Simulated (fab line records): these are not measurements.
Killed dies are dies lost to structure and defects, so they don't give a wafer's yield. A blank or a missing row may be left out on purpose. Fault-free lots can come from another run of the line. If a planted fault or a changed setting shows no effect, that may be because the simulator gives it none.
The tool behind it: which one? ; flow gf180mcu ; 12 lots with 36 wafers sampled at 4 steps, on a route of 602 steps

== WHAT THE GAUGES SHOWED, per wafer ==
GF_M4_THK_MEAS_06: measures by xrf.
lot;measured;on;M4_ALCU_THK (nm)
L075;day 22 21:02;filmMetro-03;438 434 435
L077;day 23 20:46;filmMetro-01;443 442 442
L080;day 24 13:58;filmMetro-03;441 447 443
L081;day 24 20:28;filmMetro-01;444 446 443
L083;day 25 16:07;filmMetro-02;438 445 443
L085;day 26 12:38;filmMetro-02;448 448 447
L088;day 26 23:53;filmMetro-01;440 443 449
L089;day 27 13:23;filmMetro-03;449 443 446
L091;day 28 01:52;filmMetro-01;451 451 458
L093;day 28 15:35;filmMetro-01;455 451 445
L095;day 29 07:25;filmMetro-02;444 444 438
L097;day 29 17:49;filmMetro-03;446 442 442

== WHAT TOOL EACH LOT RAN ON (gives the tool, then ch and the chambers of the sampled wafers, and finally the start) ==
lot;GF_V3_CVD_02;GF_V3_SPUTTER_21;GF_M4_SPUTTER_02
L075;pecvd-01 ch 0,1, day 21 19:22;pvdSputter-04, day 22 19:59;pvdSputter-01, day 22 20:49
L077;pecvd-01 ch 0,2, day 22 19:26;pvdSputter-04, day 23 19:43;pvdSputter-02, day 23 20:32
L080;pecvd-01 ch 0,1, day 23 13:15;pvdSputter-03, day 24 12:56;pvdSputter-04, day 24 13:45
L081;pecvd-02 ch 0,1,2, day 23 20:29;pvdSputter-03, day 24 19:25;pvdSputter-01, day 24 20:14
L083;pecvd-02 ch 1,2, day 24 16:14;pvdSputter-03, day 25 15:05;pvdSputter-02, day 25 15:54
L085;pecvd-02 ch 1,2, day 25 13:59;pvdSputter-01, day 26 11:36;pvdSputter-04, day 26 12:25
L088;pecvd-02 ch 0,2, day 26 02:10;pvdSputter-04, day 26 22:50;pvdSputter-01, day 26 23:40
L089;pecvd-02 ch 0,1,2, day 26 14:07;pvdSputter-03, day 27 12:21;pvdSputter-02, day 27 13:11
L091;pecvd-03 ch 1,2, day 27 03:16;pvdSputter-01, day 28 00:49;pvdSputter-01, day 28 01:38
L093;pecvd-03 ch 0,1, day 27 17:35;pvdSputter-04, day 28 14:33;pvdSputter-04, day 28 15:23
L095;pecvd-01 ch 1,2, day 28 08:38;pvdSputter-03, day 29 06:23;pvdSputter-04, day 29 07:13
L097;pecvd-03 ch 0,2, day 28 19:55;pvdSputter-04, day 29 16:44;pvdSputter-01, day 29 17:35
- GF_V3_CVD_02: deposits SiO2 from TEOS, target thk 850 nm, time 94.851 s.
- GF_V3_SPUTTER_21: material Ti, target thk 15 nm, time 80.02 s.
- GF_M4_SPUTTER_02: material AlCu, target thk 450 nm, time 23.9 s.

== THE ANSWER, worked out from the rows above alone ==
Rule: the lots themselves supply what counts as usual. Put in order of their means at a reading, lots are off if they are a third of the lots or fewer, leave a main group of 4 or more, and stand apart from it by a gap of 3 or more times the standard deviation of the main group's means; of several such gaps the widest counts. A main group whose means are all the same, to the digits that the tables above print for the reading, isn't used. Also off: a lot with no number at a reading for which 4 or more lots have one. The other lots that the step has rows for count as sound.
None of the lots is off at any reading shown; this tells nothing.

== WHAT THE SIMULATOR HAD INSERTED ==
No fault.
